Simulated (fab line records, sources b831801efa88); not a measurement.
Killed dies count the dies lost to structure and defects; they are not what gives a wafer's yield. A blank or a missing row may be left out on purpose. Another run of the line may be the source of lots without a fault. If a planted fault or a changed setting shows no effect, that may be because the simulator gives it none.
Comparing a struck lot with a sound one / flow sky130 / 15 out of 708 route steps
Sound: the wafers L266.1, L266.2, L266.3. Wafers L276.2, L276.3, L276.6 were the ones struck. The cause comes at the end.
Per side, at each step with rows, come the tool, then ch with its chambers, and then its first start. Under that, the readings that differ: sound wafers / struck wafers / difference of the means / sigmas: that difference in standard deviations of wafers without a fault.
alike: words and numbers the same on both sides, and readings whose means are apart by under 2 such deviations; not compared: readings that were withheld, readings missing a value for some wafer, numbers with overlapping values and no deviation given by the record, and bounds like >300 which may hide the same value.
A row with sigmas, a row that says differs or no value, or rows on one side alone: a step with any of these is where the two part. When numbers do not overlap yet have no deviation, they are printed without sigmas and do not part them. A reading that every wafer of one side lacks parts them only if that side has two wafers or more.

SKY_VT_ADJUST_HVTR_OVL_MEAS_08:
  struck on overlay-01, day 16 20:12; sound on overlay-02, day 13 14:16
  alike: VT_ADJUST_HVTR_OVL
following that, these wafers have no rows for 1 step: SKY_VT_ADJUST_HVTR_IMPLANT_09.
SKY_VT_ADJUST_HVTR_STRIP_10: strips in O2/N2.
  sound on plasma-asher-04 ch 0,1, day 13 14:27; struck on plasma-asher-01 ch 0,1, day 16 20:23
  alike: drypump-motor-current-A, oes-product-au, strip-time-to-endpoint-s
  not compared: rf-hours-counter-h
SKY_VT_ADJUST_HVTR_TW_MEAS_11:
  struck on film-metro-01, day 16 20:29; sound on film-metro-04, day 13 14:33
  alike: VT_ADJUST_HVTR_TW
then, 7 steps without rows for these wafers: SKY_VT_ADJUST_PCH_DEHYDRATE_00 (time 60 s); SKY_VT_ADJUST_PCH_HMDS_01 (prime time 60 s); SKY_VT_ADJUST_PCH_COAT_02 (resist thk 3000 nm); SKY_VT_ADJUST_PCH_SOFTBAKE_03; SKY_VT_ADJUST_PCH_EXPOSE_04 (exposes mask NWM, target cd 840 nm); SKY_VT_ADJUST_PCH_PEB_05; SKY_VT_ADJUST_PCH_DEVELOP_06 (develop time 60 s).
SKY_VT_ADJUST_PCH_OVL_MEAS_07:
  struck on overlay-01, day 18 02:21; sound on overlay-02, day 14 16:46
  alike: VT_ADJUST_PCH_OVL
SKY_VT_ADJUST_PCH_IMPLANT_08:
  sound on implanter-04 ch 0, day 14 16:49; struck on implanter-04 ch 0, day 18 02:25
reading=dose-ions-cm2; sound=4.99e+11 5.001e+11 5.001e+11; struck=5.234e+11 5.233e+11 5.23e+11; difference=+2.350e+10; sigmas=+51
reading=faraday-current-uA; sound=2.80 2.73 2.76; struck=2.94 3.01 2.88; difference=+0.18; sigmas=+3
  alike: beam-on-s
SKY_VT_ADJUST_PCH_STRIP_09: strips in O2/N2.
  sound on plasma-asher-01 ch 0,1, day 14 16:58; struck on plasma-asher-02 ch 0,1, day 18 02:32
  alike: drypump-motor-current-A, oes-product-au, strip-time-to-endpoint-s
  not compared: rf-hours-counter-h
SKY_PAD_OPEN_PROBE_99:
  the record has rows for the sound wafers here (prober-01, day 49 14:37) and none for the struck ones

WHERE THEY PART
At SKY_VT_ADJUST_PCH_IMPLANT_08 first; at SKY_PAD_OPEN_PROBE_99 last (within this record only).

WHY: the cause the simulator had injected
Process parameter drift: implanter-04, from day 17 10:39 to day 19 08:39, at SKY_VT_ADJUST_PCH_IMPLANT_08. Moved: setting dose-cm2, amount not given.
